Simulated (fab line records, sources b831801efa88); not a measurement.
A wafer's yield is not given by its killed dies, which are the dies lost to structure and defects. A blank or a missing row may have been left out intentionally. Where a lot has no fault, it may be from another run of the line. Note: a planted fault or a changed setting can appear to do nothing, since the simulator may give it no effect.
Lot-split experiment ; flow gf180mcu ; 23 wafers read from 5 lots, route of 602 steps

## ABOUT THE SPLIT
At GF_STI_OXIDATION_21 (stabilise 600 s, purge 300 s, target thk 15 nm), the setting ox-time-s was moved away from the recipe's 458 s on 10 of the 23 wafers read, by +13.4% to +14.7%. This setting was run at the recipe's value on the other wafers.

The split's own step is where the reading is taken.

## THE READING
SiO2_of_STI_OXIDATION_21.thk-nm (the simulator's own value, which no gauge read), in nm, at GF_STI_OXIDATION_21 (stabilise 600 s, purge 300 s, target thk 15 nm). The file does not state a usual value for it. Average 14.79 nm, standard deviation 0.24 nm, over the 13 wafers here run with the recipe.

wafer;tool, chamber at the split;ox-time-s as run, s;against the recipe;SiO2_of_STI_OXIDATION_21.thk-nm, nm;against lot-mates on the recipe
L079.1;-, -;458;recipe;14.65;-
L079.2;-, -;458;recipe;14.87;-
L079.4;-, -;458;recipe;14.86;-
L079.5;-, -;458;recipe;14.79;-
L079.6;-, -;458;recipe;14.84;-
L082.2;-, -;458;recipe;14.73;-
L082.3;-, -;458;recipe;14.46;-
L082.4;-, -;458;recipe;14.69;-
L082.5;-, -;458;recipe;14.63;-
L082.6;-, -;458;recipe;14.35;-
L083.2;furnace-01, 0;458;recipe;15.16;-
L083.4;furnace-01, 0;458;recipe;15.15;-
L083.5;furnace-01, 0;458;recipe;15.09;-
L084.1;-, -;519.2;+13.4%;15.92;no lot-mate on the recipe
L084.2;-, -;519.2;+13.4%;15.97;no lot-mate on the recipe
L084.5;-, -;519.2;+13.4%;15.97;no lot-mate on the recipe
L084.3;-, -;519.2;+13.4%;15.94;no lot-mate on the recipe
L084.6;-, -;519.2;+13.4%;16.22;no lot-mate on the recipe
L085.1;-, -;525.1;+14.7%;16.56;no lot-mate on the recipe
L085.2;-, -;525.1;+14.7%;16.88;no lot-mate on the recipe
L085.3;-, -;525.1;+14.7%;16.68;no lot-mate on the recipe
L085.4;-, -;525.1;+14.7%;16.81;no lot-mate on the recipe
L085.6;-, -;525.1;+14.7%;16.66;no lot-mate on the recipe

FIT RESULTS
A straight line over all 23 wafers: SiO2_of_STI_OXIDATION_21.thk-nm changes by +0.114 nm for each +1% of ox-time-s; r = +0.95; the points scatter about the line by 0.28 nm.
Too few moved wafers with a lot-mate on the recipe to fit a line net of each lot's own level.

## THE FILE'S OWN FIT
SiO2_of_STI_OXIDATION_21.thk-nm changes by +0.114 nm for each +1% of ox-time-s, r = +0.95.
